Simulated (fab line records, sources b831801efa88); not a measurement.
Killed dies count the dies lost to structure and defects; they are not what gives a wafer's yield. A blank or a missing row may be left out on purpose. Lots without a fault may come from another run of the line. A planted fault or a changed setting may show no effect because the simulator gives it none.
fab line records ; flow sky130
[record] lots = 13; wafers = 36; last-day = 50
route steps=708 shown FIELD_ISO@16 NWELL@65 VT_ADJUST_HVTP@93 PAD_OPEN@708
lots that met no fault: taken from a fault-free run of the same line
start-h: hours from the record's opening day to when the first of the lot's shown wafers began ; wait-h: hours elapsed since this lot's preceding step ; " unchanged from the row above ; L1.1+2: one row covering several wafers at once ; - no value present, or no start provided ; * or withheld: withheld ; < > ~ a bound
route shown NAME@n: NAME is a module with steps in the file, n the number in the route of the first one ; usual: mean and standard deviation over wafers with no fault ; same: alike in all rows ; chamber/n: place in a boat ; sites: readings site by site ; _std_site: standard deviation across them ; _edge_site: outer sites' mean less inner sites' ; radius-mm: how far each site lies from the wafer's centre ; mask NAME#n: copy n ; behind: tool/chamber where the wafer was last shaped ; hold: what put the lot on hold/how long, in hours/how the hold closed ; device: whichever transistor did not switch (one of n, p or np) ; end of line: the route-end tests of the same wafers ; a step with no rows: only its recipe ; killed: dies that structure and defects cost at the first sort, which is not the same as the wafer's yield ; map: dies across one wafer; x = killed, . = not, _ = none there
set.NAME: setting as actually run; set.NAME@STEP: the setting as run at that earlier step ; model.NAME: the simulator's own value behind a step, which no gauge read
one table for each step of the route and one row for each wafer, over a sample of lots
services: when a tool's chamber went out of use (start-h, in hours from the record's first day, below 0 if earlier), for how many hours, and the reason
[[steps]]
[step SKY_FIELD_ISO_ETCH_15]
[recipe] chemistry = CHF3/O2; target-depth-nm = 180; stop-on = Si; source-w = 600; bias-w = 200; pressure-mtorr = 40; chf3-flow-sccm = 50; O2_flow_sccm = 5; time-s = 72
[usual] bias-w = 200.0/0.58; drypump-motor-current-A = 5.7/0.45; oes-product-au = 0.949/0.0078; throttle-valve-pct = 8.846/0.0092
lot.wafer;tool;chamber;start-h;wait-h;bias-w;drypump-motor-current-A;oes-product-au;rf-hours-counter-h;throttle-valve-pct
L426.1;rie-diel-04;2;32.27;0.0;199.2;5.9;0.958;3;8.819
L426.4;rie-diel-04;3;32.27;0.0;200.6;5.5;0.960;66;8.856
L426.5;rie-diel-04;1;32.27;0.0;200.5;5.7;0.956;-;8.864
L427.1;rie-diel-04;2;45.02;0.0;199.8;5.9;0.950;3;8.866
L427.4;rie-diel-04;3;45.02;0.0;201.2;5.5;0.942;66;8.827
L427.5;rie-diel-04;2;45.02;0.0;200.6;5.9;0.942;-;8.845
L431.1;rie-diel-04;2;66.16;0.0;199.0;5.9;0.940;3;8.837
L431.3;rie-diel-04;3;66.16;0.0;199.9;5.5;0.945;66;8.851
L431.5;rie-diel-04;3;66.16;0.0;199.6;5.5;0.939;-;8.837
L432.1;rie-diel-02;0;68.66;0.0;199.9;5.2;0.947;96;8.845
L432.3;rie-diel-02;1;68.66;0.0;201.5;6.4;0.936;86;8.848
L432.6;rie-diel-02;1;68.66;0.0;200.1;6.3;0.936;-;8.837
L433.2;rie-diel-02;3;75.36;0.0;200.6;6.5;0.943;87;8.852
L433.3;rie-diel-02;2;75.36;0.0;200.2;5.8;0.941;68;8.841
L433.4;rie-diel-02;3;75.36;0.0;199.2;6.5;0.947;-;8.855
L434.3;rie-diel-04;2;75.71;0.0;200.3;5.9;0.944;4;8.847
L434.5;rie-diel-04;0;75.71;0.0;200.0;5.2;0.952;-;8.848
L434.6;rie-diel-04;3;75.71;0.0;200.5;5.5;0.946;-;8.836
L435.3;rie-diel-02;3;85.31;0.0;200.1;6.4;0.950;87;8.846
L435.5;rie-diel-02;1;85.31;0.0;199.9;6.3;0.945;-;8.846
L435.6;rie-diel-02;2;85.31;0.0;200.3;5.8;0.938;-;8.836
L438.1;rie-diel-04;1;95.36;0.0;200.4;5.7;0.958;80;8.854
L438.2;rie-diel-04;2;95.36;0.0;199.6;5.9;0.961;4;8.856
L438.3;rie-diel-04;3;95.36;0.0;199.6;5.5;0.959;67;8.850
L440.5;rie-diel-03;3;106.79;0.0;199.6;5.5;0.961;-;8.854
L440.6;rie-diel-03;1;106.79;0.0;200.4;6.2;0.963;-;8.846
L442.3;rie-diel-04;0;119.87;0.0;200.8;5.2;0.942;0;8.842
L442.4;rie-diel-04;3;119.87;0.0;200.1;5.5;0.951;68;8.844
L442.6;rie-diel-04;2;119.87;0.0;200.5;5.9;0.962;-;8.838
L443.4;rie-diel-03;2;123.21;0.0;200.6;4.7;0.956;0;8.848
L443.5;rie-diel-03;1;123.21;0.0;199.6;6.2;0.950;-;8.854
L444.4;rie-diel-04;0;127.61;0.0;200.1;5.2;0.949;1;8.832
L444.5;rie-diel-04;2;127.61;0.0;199.2;5.9;0.953;-;8.849
L448.1;rie-diel-03;3;148.21;0.0;199.2;5.6;0.948;9;8.852
L448.2;rie-diel-03;2;148.21;0.0;200.3;4.8;0.951;1;8.848
L448.6;rie-diel-03;3;148.21;0.0;200.2;5.6;0.935;-;8.848
[step SKY_NWELL_IMPLANT_12]
[recipe] species = P; energy-kev = 120; dose-cm2 = 1.3e+12; tilt-deg = withheld
[usual] beam-on-s = 10.01/0.19; faraday-current-uA = 7.32/0.14
lot.wafer;tool;chamber;start-h;wait-h;beam-on-s;faraday-current-uA
L426.1;implanter-03;0;106.38;0.1;9.87;7.42
L426.4;implanter-03;0;106.38;0.1;9.95;7.36
L426.5;implanter-03;0;106.38;0.1;10.14;7.22
L427.1;implanter-04;0;121.98;0.1;10.00;7.34
L427.4;implanter-04;0;121.98;0.1;9.92;7.38
L427.5;implanter-04;0;121.98;0.1;10.17;7.22
L431.1;implanter-01;0;144.53;0.1;9.85;7.44
L431.3;implanter-01;0;144.53;0.1;10.02;7.32
L431.5;implanter-01;0;144.53;0.1;9.69;7.54
L432.1;implanter-04;0;144.88;0.1;10.18;7.20
L432.3;implanter-04;0;144.88;0.1;10.05;7.27
L432.6;implanter-04;0;144.88;0.1;9.76;7.52
L434.3;implanter-04;0;151.78;0.1;10.00;7.32
L434.5;implanter-04;0;151.78;0.1;10.10;7.28
L434.6;implanter-04;0;151.78;0.1;10.06;7.32
L433.2;implanter-01;0;152.67;0.1;10.39;7.07
L433.3;implanter-01;0;152.67;0.1;9.92;7.38
L433.4;implanter-01;0;152.67;0.1;10.10;7.28
L435.3;implanter-03;0;157.24;0.1;9.95;7.35
L435.5;implanter-03;0;157.24;0.1;10.22;7.19
L435.6;implanter-03;0;157.24;0.1;9.94;7.39
L438.1;implanter-03;0;162.28;0.1;10.03;7.37
L438.2;implanter-03;0;162.28;0.1;10.13;7.24
L438.3;implanter-03;0;162.28;0.1;10.26;7.17
L440.5;implanter-04;0;172.33;0.1;12.07;6.11
L440.6;implanter-04;0;172.33;0.1;10.10;7.25
L442.3;implanter-03;0;189.99;0.1;10.02;7.30
L442.4;implanter-03;0;189.99;0.1;9.98;7.34
L442.6;implanter-03;0;189.99;0.1;9.71;7.56
L443.4;implanter-04;0;195.52;0.1;11.81;6.21
L443.5;implanter-04;0;195.52;0.1;12.18;6.00
L444.4;implanter-04;0;198.81;0.1;11.71;6.28
L444.5;implanter-04;0;198.81;0.1;11.98;6.13
L448.1;implanter-03;0;222.39;0.1;10.35;7.09
L448.2;implanter-03;0;222.39;0.1;10.00;7.37
L448.6;implanter-03;0;222.39;0.1;9.81;7.44
[step SKY_NWELL_RS_MEAS_29]
[recipe] thk-meas-gauge = four-point-probe
[usual] NWELL_RS = 624.4/2
lot.wafer;tool;chamber;start-h;wait-h;NWELL_RS[ohm/sq]
L426.1;film-metro-04;-;125.80;0.1;625.2
L426.4;film-metro-04;-;125.80;0.1;625.8
L426.5;film-metro-04;-;125.80;0.1;624.5
L427.1;film-metro-03;-;142.64;0.1;620.5
L427.4;film-metro-03;-;142.64;0.1;621.2
L427.5;film-metro-03;-;142.64;0.1;620.1
L431.1;film-metro-02;-;166.14;0.1;625.9
L431.3;film-metro-02;-;166.14;0.1;625.0
L431.5;film-metro-02;-;166.14;0.1;625.3
L432.1;film-metro-04;-;166.40;0.1;623.4
L432.3;film-metro-04;-;166.40;0.1;625.0
L432.6;film-metro-04;-;166.40;0.1;623.3
L434.3;film-metro-02;-;172.83;0.1;623.1
L434.5;film-metro-02;-;172.83;0.1;624.9
L434.6;film-metro-02;-;172.83;0.1;625.7
L433.2;film-metro-02;-;174.16;0.1;623.1
L433.3;film-metro-02;-;174.16;0.1;623.7
L433.4;film-metro-02;-;174.16;0.1;622.8
L435.3;film-metro-02;-;178.53;0.1;623.5
L435.5;film-metro-02;-;178.53;0.1;623.0
L435.6;film-metro-02;-;178.53;0.1;623.6
L438.1;film-metro-03;-;183.29;0.1;622.6
L438.2;film-metro-03;-;183.29;0.1;622.7
L438.3;film-metro-03;-;183.29;0.1;621.9
L440.5;film-metro-04;-;194.12;0.1;620.4
L440.6;film-metro-04;-;194.12;0.1;627.4
L442.3;film-metro-03;-;212.54;0.1;625.6
L442.4;film-metro-03;-;212.54;0.1;625.4
L442.6;film-metro-03;-;212.54;0.1;627.3
L443.4;film-metro-04;-;218.70;0.1;617.6
L443.5;film-metro-04;-;218.70;0.1;617.4
L444.4;film-metro-03;-;221.66;0.1;617.3
L444.5;film-metro-03;-;221.66;0.1;617.7
L448.1;film-metro-03;-;245.73;0.1;624.9
L448.2;film-metro-03;-;245.73;0.1;623.8
L448.6;film-metro-03;-;245.73;0.1;624.2
[step SKY_VT_ADJUST_HVTP_OVL_MEAS_08]
[usual] VT_ADJUST_HVTP_OVL = 0.2/1.2
lot.wafer;tool;chamber;start-h;wait-h;VT_ADJUST_HVTP_OVL[nm]
L426.1;overlay-01;-;145.07;0.1;1.3
L426.4;overlay-01;-;145.07;0.1;-1.1
L426.5;overlay-01;-;145.07;0.1;-0.6
L427.1;overlay-02;-;163.62;0.1;1.7
L427.4;overlay-02;-;163.62;0.1;2.3
L427.5;overlay-02;-;163.62;0.1;2.2
L431.1;overlay-01;-;187.41;0.1;0.8
L431.3;overlay-01;-;187.41;0.1;1.6
L431.5;overlay-01;-;187.41;0.1;1.4
L432.1;overlay-02;-;187.47;0.1;0.4
L432.3;overlay-02;-;187.47;0.1;-0.8
L432.6;overlay-02;-;187.47;0.1;-0.3
L434.3;overlay-02;-;193.98;0.1;-1.3
L434.5;overlay-02;-;193.98;0.1;0.6
L434.6;overlay-02;-;193.98;0.1;0.2
L433.2;overlay-02;-;195.83;0.1;1.0
L433.3;overlay-02;-;195.83;0.1;2.7
L433.4;overlay-02;-;195.83;0.1;0.8
L435.3;overlay-01;-;200.23;0.1;-0.8
L435.5;overlay-01;-;200.23;0.1;0.4
L435.6;overlay-01;-;200.23;0.1;-0.3
L438.1;overlay-01;-;205.57;0.1;0.3
L438.2;overlay-01;-;205.57;0.1;0.7
L438.3;overlay-01;-;205.57;0.1;0.9
L440.5;overlay-02;-;216.45;0.0;-0.5
L440.6;overlay-02;-;216.45;0.0;-0.6
L442.3;overlay-01;-;235.34;0.1;-0.3
L442.4;overlay-01;-;235.34;0.1;-1.6
L442.6;overlay-01;-;235.34;0.1;-2.6
L443.4;overlay-02;-;241.28;0.1;0.9
L443.5;overlay-02;-;241.28;0.1;0.6
L444.4;overlay-01;-;244.63;0.1;1.5
L444.5;overlay-01;-;244.63;0.1;0.5
L448.1;overlay-01;-;269.62;0.1;-0.1
L448.2;overlay-01;-;269.62;0.1;-0.6
L448.6;overlay-01;-;269.62;0.1;1.5
[step SKY_VT_ADJUST_HVTP_TW_MEAS_11]
[usual] VT_ADJUST_HVTP_TW = 1357/7.8
lot.wafer;tool;chamber;start-h;wait-h;VT_ADJUST_HVTP_TW
L426.1;film-metro-03;-;145.35;0.1;1347
L426.4;film-metro-03;-;145.35;0.1;1352
L426.5;film-metro-03;-;145.35;0.1;1354
L427.1;film-metro-02;-;163.90;0.1;1357
L427.4;film-metro-02;-;163.90;0.1;1357
L427.5;film-metro-02;-;163.90;0.1;1361
L431.1;film-metro-03;-;187.70;0.1;1353
L431.3;film-metro-03;-;187.70;0.1;1350
L431.5;film-metro-03;-;187.70;0.1;1345
L432.1;film-metro-01;-;187.75;0.1;1363
L432.3;film-metro-01;-;187.75;0.1;1363
L432.6;film-metro-01;-;187.75;0.1;1366
L434.3;film-metro-03;-;194.27;0.1;1365
L434.5;film-metro-03;-;194.27;0.1;1354
L434.6;film-metro-03;-;194.27;0.1;1353
L433.2;film-metro-03;-;196.27;0.1;1358
L433.3;film-metro-03;-;196.27;0.1;1355
L433.4;film-metro-03;-;196.27;0.1;1356
L435.3;film-metro-02;-;200.52;0.1;1353
L435.5;film-metro-02;-;200.52;0.1;1353
L435.6;film-metro-02;-;200.52;0.1;1351
L438.1;film-metro-03;-;205.86;0.1;1355
L438.2;film-metro-03;-;205.86;0.1;1360
L438.3;film-metro-03;-;205.86;0.1;1353
L440.5;film-metro-01;-;216.75;0.0;1353
L440.6;film-metro-01;-;216.75;0.0;1363
L442.3;film-metro-03;-;235.63;0.1;1344
L442.4;film-metro-03;-;235.63;0.1;1349
L442.6;film-metro-03;-;235.63;0.1;1347
L443.4;film-metro-03;-;241.58;0.1;1355
L443.5;film-metro-03;-;241.58;0.1;1350
L444.4;film-metro-01;-;245.52;0.1;1373
L444.5;film-metro-01;-;245.52;0.1;1368
L448.1;film-metro-03;-;269.91;0.1;1345
L448.2;film-metro-03;-;269.91;0.1;1356
L448.6;film-metro-03;-;269.91;0.1;1349
[step SKY_PAD_OPEN_PROBE_99]
[usual] killed_at_M0_to_M3 = 44/6.9; killed_at_M4_up = 3.3/1.7; killed-at-contacts = 24/5.5; killed-at-front-end = 16/4.5; killed-at-other = 0.2/0.46; killed-dies = 87/9.1; killed-on-rim = 17/3.6; killed-open = 48/7.3; killed-short = 39/6.2
[same] gross-dies = 492; killed-at-back-side = 0
lot.wafer;tool;chamber;start-h;wait-h;killed_at_M0_to_M3;killed_at_M4_up;killed-at-contacts;killed-at-front-end;killed-at-other;killed-dies;killed-on-rim;killed-open;killed-short
L426.1;prober-02;-;1098.37;0.1;40;5;22;20;0;87;16;50;37
L426.4;prober-02;-;1098.52;0.2;42;5;27;15;0;89;8;53;36
L426.5;prober-02;-;1098.57;0.2;45;8;24;16;0;93;15;46;47
L427.1;prober-02;-;1117.64;0.1;37;1;24;14;0;76;15;40;34
L427.4;prober-02;-;1117.79;0.2;39;5;24;21;1;90;18;49;39
L427.5;prober-02;-;1117.84;0.2;44;5;22;19;0;90;17;45;45
L432.1;prober-01;-;1140.16;0.1;33;1;15;24;0;73;19;49;24
L432.3;prober-01;-;1140.26;0.2;36;4;22;13;0;75;22;36;38
L432.6;prober-01;-;1140.41;0.2;41;2;26;18;0;87;15;53;34
L431.1;prober-02;-;1142.12;0.1;33;1;27;14;0;75;13;36;37
L431.3;prober-02;-;1142.22;0.2;47;2;30;20;0;99;20;63;36
L431.5;prober-02;-;1142.32;0.2;43;4;26;16;1;90;16;45;41
L434.3;prober-01;-;1145.74;0.2;36;3;26;19;0;84;23;47;37
L434.5;prober-01;-;1145.84;0.2;38;3;37;15;0;93;21;53;39
L434.6;prober-01;-;1145.89;0.2;34;3;26;13;1;77;9;43;33
L433.2;prober-02;-;1146.20;0.1;38;4;30;11;0;83;15;44;39
L433.3;prober-02;-;1146.25;0.2;58;4;28;12;0;102;19;61;41
L433.4;prober-02;-;1146.30;0.2;53;5;28;13;0;99;18;54;45
L438.1;prober-01;-;1163.22;0.1;48;2;23;26;0;99;19;57;42
L438.2;prober-01;-;1163.27;0.1;36;8;20;14;0;78;19;43;35
L438.3;prober-01;-;1163.32;0.2;49;2;19;17;0;87;17;54;33
L435.3;prober-02;-;1165.12;0.2;41;3;27;19;0;90;12;39;51
L435.5;prober-02;-;1165.22;0.2;63;2;14;11;0;90;18;36;54
L435.6;prober-02;-;1165.27;0.2;49;3;29;10;0;91;14;51;40
L440.5;prober-01;-;1169.62;0.2;47;5;29;17;0;98;24;52;46
L440.6;prober-01;-;1169.67;0.2;51;2;34;15;0;102;14;62;40
L442.3;prober-02;-;1179.51;0.2;53;4;29;11;0;97;20;60;37
L442.4;prober-02;-;1179.56;0.2;47;1;22;21;2;93;22;45;48
L442.6;prober-02;-;1179.66;0.2;42;1;26;16;0;85;15;49;36
L443.4;prober-01;-;1180.57;0.2;41;4;29;17;0;91;16;52;39
L443.5;prober-01;-;1180.62;0.2;63;5;26;15;0;109;15;56;53
L444.4;prober-02;-;1183.27;0.2;47;2;20;15;0;84;14;50;34
L444.5;prober-02;-;1183.32;0.2;37;3;17;13;1;71;19;37;34
L448.1;prober-02;-;1200.02;0.1;39;5;19;9;0;72;8;51;21
L448.2;prober-02;-;1200.07;0.1;66;4;22;13;0;105;18;61;44
L448.6;prober-02;-;1200.27;0.2;36;3;20;9;0;68;17;43;25
// killed by level:class
L426.1 LI_CONTACT:geometric-particle:open=8 CONTACT:geometric-particle:open=8 VIA1:geometric-particle:open=6 FIELD_ISO:geometric-particle:open=6 POLY_GATE:geometric-particle:open=6 METAL2:geometric-particle:short=6 FIELD_ISO:geometric-particle:short=5 VIA2:geometric-particle:open=5
L426.4 CONTACT:geometric-particle:open=13 VIA1:geometric-particle:open=10 VIA2:geometric-particle:open=10 FIELD_ISO:geometric-particle:short=8 VIA3:geometric-particle:open=8 LI_CONTACT:geometric-particle:open=5 LI_CONTACT:geometric-particle:short=4 METAL2:geometric-particle:short=4
L426.5 LI_CONTACT:geometric-particle:open=8 VIA1:geometric-particle:open=8 METAL1:geometric-particle:short=7 VIA3:geometric-particle:open=7 CONTACT:geometric-particle:open=7 METAL4:geometric-particle:short=7 POLY_GATE:geometric-particle:short=5 POLY_GATE:geometric-particle:open=5
L427.1 VIA1:geometric-particle:open=13 FIELD_ISO:geometric-particle:short=7 CONTACT:geometric-particle:open=7 LI_CONTACT:geometric-particle:open=6 CONTACT:geometric-particle:short=6 METAL1:geometric-particle:short=5 VIA2:geometric-particle:short=4 VIA3:geometric-particle:open=4
L427.4 CONTACT:geometric-particle:open=10 METAL2:geometric-particle:short=8 VIA1:geometric-particle:open=7 VIA2:geometric-particle:open=6 FIELD_ISO:geometric-particle:open=5 LI_CONTACT:geometric-particle:open=5 FIELD_ISO:geometric-particle:short=4 SPACER:geometric-particle:open=4
L427.5 VIA1:geometric-particle:open=10 LI_CONTACT:geometric-particle:open=8 METAL2:geometric-particle:short=7 METAL1:geometric-particle:short=7 POLY_GATE:geometric-particle:short=6 CONTACT:geometric-particle:open=5 LOCAL_INTERCONNECT:geometric-particle:short=4 VIA2:geometric-particle:open=4
L432.1 VIA1:geometric-particle:open=12 POLY_GATE:geometric-particle:open=9 FIELD_ISO:geometric-particle:open=8 CONTACT:geometric-particle:open=6 VIA3:geometric-particle:open=5 VIA1:geometric-particle:short=4 POLY_GATE:geometric-particle:short=3 LI_CONTACT:geometric-particle:open=3
L432.3 CONTACT:geometric-particle:open=8 METAL1:geometric-particle:short=7 VIA3:geometric-particle:open=6 CONTACT:geometric-particle:short=5 VIA1:geometric-particle:open=5 SPACER:geometric-particle:open=4 METAL2:geometric-particle:short=4 METAL4:geometric-particle:short=4
L432.6 VIA1:geometric-particle:open=16 CONTACT:geometric-particle:open=13 FIELD_ISO:geometric-particle:open=7 VIA3:geometric-particle:open=7 CONTACT:geometric-particle:short=5 FIELD_ISO:geometric-particle:short=4 LOCAL_INTERCONNECT:geometric-particle:short=4 METAL2:geometric-particle:short=4
L431.1 CONTACT:geometric-particle:open=12 VIA2:geometric-particle:open=6 FIELD_ISO:geometric-particle:short=5 VIA1:geometric-particle:open=5 VIA1:geometric-particle:short=5 LOCAL_INTERCONNECT:geometric-particle:short=4 CONTACT:geometric-particle:short=4 METAL2:geometric-particle:short=4
L431.3 CONTACT:geometric-particle:open=14 VIA3:geometric-particle:open=10 LI_CONTACT:geometric-particle:open=8 VIA1:geometric-particle:open=8 FIELD_ISO:geometric-particle:short=7 VIA2:geometric-particle:open=7 FIELD_ISO:geometric-particle:open=6 METAL1:geometric-particle:short=5
L431.5 CONTACT:geometric-particle:open=10 VIA2:geometric-particle:open=8 METAL2:geometric-particle:short=8 VIA3:geometric-particle:open=7 LI_CONTACT:geometric-particle:open=6 CONTACT:geometric-particle:short=6 VIA1:geometric-particle:open=6 FIELD_ISO:geometric-particle:short=5
L434.3 CONTACT:geometric-particle:open=10 LI_CONTACT:geometric-particle:open=9 VIA2:geometric-particle:open=6 FIELD_ISO:geometric-particle:open=5 VIA3:geometric-particle:open=5 CONTACT:geometric-particle:short=5 METAL1:geometric-particle:short=5 VIA1:geometric-particle:short=5
L434.5 CONTACT:geometric-particle:open=18 VIA3:geometric-particle:open=9 CONTACT:geometric-particle:short=8 LI_CONTACT:geometric-particle:open=6 VIA1:geometric-particle:short=6 VIA2:geometric-particle:open=6 POLY_GATE:geometric-particle:short=4 VIA3:geometric-particle:short=4
L434.6 LI_CONTACT:geometric-particle:open=10 VIA1:geometric-particle:open=9 CONTACT:geometric-particle:open=6 METAL2:geometric-particle:short=5 LOCAL_INTERCONNECT:geometric-particle:short=4 CONTACT:geometric-particle:short=4 VIA3:geometric-particle:open=4 VIA3:geometric-particle:short=4
L433.2 CONTACT:geometric-particle:open=12 VIA1:geometric-particle:open=9 LI_CONTACT:geometric-particle:open=5 LOCAL_INTERCONNECT:geometric-particle:short=5 VIA1:geometric-particle:short=5 VIA2:geometric-particle:open=5 VIA3:geometric-particle:short=5 VIA3:geometric-particle:open=4
L433.3 VIA1:geometric-particle:open=14 LI_CONTACT:geometric-particle:open=11 VIA2:geometric-particle:open=11 CONTACT:geometric-particle:open=10 VIA1:geometric-particle:short=9 METAL2:geometric-particle:short=6 FIELD_ISO:geometric-particle:open=5 VIA3:geometric-particle:open=5
L433.4 VIA1:geometric-particle:open=15 VIA1:geometric-particle:short=9 CONTACT:geometric-particle:open=8 VIA2:geometric-particle:open=8 FIELD_ISO:geometric-particle:short=7 LI_CONTACT:geometric-particle:open=7 VIA3:geometric-particle:open=7 LOCAL_INTERCONNECT:geometric-particle:short=5
L438.1 VIA1:geometric-particle:open=13 POLY_GATE:geometric-particle:short=9 CONTACT:geometric-particle:open=8 FIELD_ISO:geometric-particle:open=7 VIA2:geometric-particle:open=7 CONTACT:geometric-particle:short=6 METAL3:geometric-particle:short=6 VIA1:geometric-particle:short=5
L438.2 VIA1:geometric-particle:open=11 LI_CONTACT:geometric-particle:open=8 CONTACT:geometric-particle:open=8 POLY_GATE:geometric-particle:short=5 FIELD_ISO:geometric-particle:short=4 FIELD_ISO:geometric-particle:open=4 VIA3:geometric-particle:open=4 METAL2:geometric-particle:short=4
L438.3 VIA2:geometric-particle:open=11 VIA1:geometric-particle:open=10 VIA3:geometric-particle:open=9 POLY_GATE:geometric-particle:short=7 VIA3:geometric-particle:short=6 FIELD_ISO:geometric-particle:open=5 CONTACT:geometric-particle:open=5 LI_CONTACT:geometric-particle:open=4
L435.3 LI_CONTACT:geometric-particle:open=8 METAL1:geometric-particle:short=8 METAL2:geometric-particle:short=7 FIELD_ISO:geometric-particle:open=6 POLY_GATE:geometric-particle:short=6 VIA1:geometric-particle:short=6 CONTACT:geometric-particle:short=6 VIA2:geometric-particle:open=6
L435.5 VIA1:geometric-particle:open=13 VIA1:geometric-particle:short=9 METAL2:geometric-particle:short=9 VIA3:geometric-particle:open=9 VIA3:geometric-particle:short=8 METAL1:geometric-particle:short=7 FIELD_ISO:geometric-particle:short=6 CONTACT:geometric-particle:short=4
L435.6 CONTACT:geometric-particle:open=13 VIA1:geometric-particle:open=11 VIA2:geometric-particle:open=10 METAL1:geometric-particle:short=7 LI_CONTACT:geometric-particle:open=6 VIA3:geometric-particle:open=5 METAL2:geometric-particle:short=5 LOCAL_INTERCONNECT:geometric-particle:short=4
L440.5 CONTACT:geometric-particle:open=12 VIA1:geometric-particle:open=9 VIA3:geometric-particle:open=8 VIA1:geometric-particle:short=6 VIA2:geometric-particle:short=6 METAL4:geometric-particle:short=5 LI_CONTACT:geometric-particle:short=5 METAL3:geometric-particle:short=5
L440.6 CONTACT:geometric-particle:open=15 VIA1:geometric-particle:open=14 LI_CONTACT:geometric-particle:open=10 VIA2:geometric-particle:short=7 METAL2:geometric-particle:short=6 VIA3:geometric-particle:open=6 LOCAL_INTERCONNECT:geometric-particle:short=5 FIELD_ISO:geometric-particle:open=4
L442.3 VIA2:geometric-particle:open=13 CONTACT:geometric-particle:open=13 VIA3:geometric-particle:open=12 VIA1:geometric-particle:open=9 METAL1:geometric-particle:short=6 FIELD_ISO:geometric-particle:short=5 LI_CONTACT:geometric-particle:open=5 LI_CONTACT:geometric-particle:short=4
L442.4 VIA1:geometric-particle:open=9 VIA2:geometric-particle:open=9 FIELD_ISO:geometric-particle:short=7 METAL2:geometric-particle:short=7 METAL1:geometric-particle:short=6 CONTACT:geometric-particle:open=6 CONTACT:geometric-particle:short=6 FIELD_ISO:geometric-particle:open=5
L442.6 CONTACT:geometric-particle:open=13 VIA1:geometric-particle:open=10 VIA2:geometric-particle:open=8 CONTACT:geometric-particle:short=7 METAL2:geometric-particle:short=6 FIELD_ISO:geometric-particle:open=5 VIA3:geometric-particle:short=4 VIA3:geometric-particle:open=4
L443.4 LI_CONTACT:geometric-particle:open=11 VIA1:geometric-particle:open=10 CONTACT:geometric-particle:open=8 FIELD_ISO:geometric-particle:open=6 METAL1:geometric-particle:short=6 LOCAL_INTERCONNECT:geometric-particle:short=5 METAL2:geometric-particle:short=5 VIA2:geometric-particle:open=5
L443.5 VIA1:geometric-particle:open=16 METAL1:geometric-particle:short=12 CONTACT:geometric-particle:open=9 VIA2:geometric-particle:open=9 METAL3:geometric-particle:short=6 LI_CONTACT:geometric-particle:open=6 CONTACT:geometric-particle:short=6 FIELD_ISO:geometric-particle:open=5
L444.4 VIA1:geometric-particle:open=12 VIA2:geometric-particle:open=8 LI_CONTACT:geometric-particle:open=7 CONTACT:geometric-particle:open=7 VIA2:geometric-particle:short=6 METAL1:geometric-particle:short=5 FIELD_ISO:geometric-particle:open=4 LOCAL_INTERCONNECT:geometric-particle:short=4
L444.5 METAL2:geometric-particle:short=6 LI_CONTACT:geometric-particle:open=5 CONTACT:geometric-particle:short=5 VIA1:geometric-particle:short=5 VIA3:geometric-particle:open=5 FIELD_ISO:geometric-particle:open=4 POLY_GATE:geometric-particle:open=4 VIA2:geometric-particle:open=4
L448.1 CONTACT:geometric-particle:open=10 VIA3:geometric-particle:open=8 VIA2:geometric-particle:open=6 METAL2:geometric-particle:short=5 METAL2:geometric-particle:open=5 LI_CONTACT:geometric-particle:open=4 POLY_GATE:geometric-particle:open=3 METAL1:geometric-particle:short=3
L448.2 VIA1:geometric-particle:open=18 VIA3:geometric-particle:open=10 METAL1:geometric-particle:short=9 LI_CONTACT:geometric-particle:open=7 VIA2:geometric-particle:open=7 CONTACT:geometric-particle:open=6 LOCAL_INTERCONNECT:geometric-particle:short=5 VIA3:geometric-particle:short=5
L448.6 VIA1:geometric-particle:open=10 CONTACT:geometric-particle:open=8 LI_CONTACT:geometric-particle:open=7 VIA2:geometric-particle:open=7 METAL1:geometric-particle:short=4 CONTACT:geometric-particle:short=3 VIA1:geometric-particle:short=3 METAL2:geometric-particle:short=3
[[services]]
tool;chamber;start-h;hours;kind
rie-diel-02;3;11.93;14.0;repair
implanter-04;-;38.78;4.0;repair
rie-diel-03;3;39.13;16.7;repair
rie-diel-02;1;45.48;4.1;repair
rie-diel-03;1;47.51;11.0;repair
implanter-03;-;54.66;16.5;pm
rie-diel-04;1;59.01;3.1;repair
rie-diel-03;-;61.69;2.8;pm
rie-diel-03;-;68.75;4.3;pm
implanter-03;-;71.12;11.1;pm
rie-diel-02;0;73.99;9.1;repair
rie-diel-03;3;75.88;4.6;repair
rie-diel-03;0;77.68;3.8;repair
implanter-03;-;93.66;5.1;pm
rie-diel-02;-;108.31;0.7;repair
rie-diel-02;-;121.75;35.6;repair
rie-diel-04;-;137.80;15.6;pm
rie-diel-02;1;157.43;7.0;repair
rie-diel-04;0;160.40;11.6;repair
rie-diel-02;0;198.13;2.8;repair
rie-diel-04;0;198.57;11.6;repair
rie-diel-04;-;204.24;2.8;pm
implanter-04;-;220.47;3.0;pm
rie-diel-02;0;221.03;5.5;repair
[[key]]
[first-sign] step = SKY_NWELL_IMPLANT_12; reading = beam-on-s; direction = up; sigmas = 10; usual = 10.01; struck = 11.95
[effect] step = SKY_NWELL_IMPLANT_12; reading = faraday-current-uA; direction = down; sigmas = 8.6; usual = 7.32; struck = 6.15
[effect] step = SKY_NWELL_RS_MEAS_29; reading = NWELL_RS; direction = down; sigmas = 3.2; usual = 624.4; struck = 618.1
met-at SKY_NWELL_IMPLANT_12
struck-lots L440,L443,L444
struck-wafers L440.5,L443.4,L443.5,L444.4,L444.5
tester-left-out L440,L443,L444
not-acting-at SKY_FIELD_ISO_ETCH_15,SKY_VT_ADJUST_HVTP_OVL_MEAS_08,SKY_VT_ADJUST_HVTP_TW_MEAS_11
onset-between 151.78 172.33
[fault] kind = process-parameter-drift; tool = implanter-04; chamber = -; onset-h = 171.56; steps = SKY_NWELL_IMPLANT_12; channel = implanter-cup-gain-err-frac; offset = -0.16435; shape = step; end-h = 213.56; scope = struck-wafers-only
// tester-left-out: of these lots the tester's yield and bins aren't shown, on N5 and GAA mostly nor the transistor test; their killed dies are dies lost to structure and defects alone, not to doping, threshold or leakage, so they don't give the yield
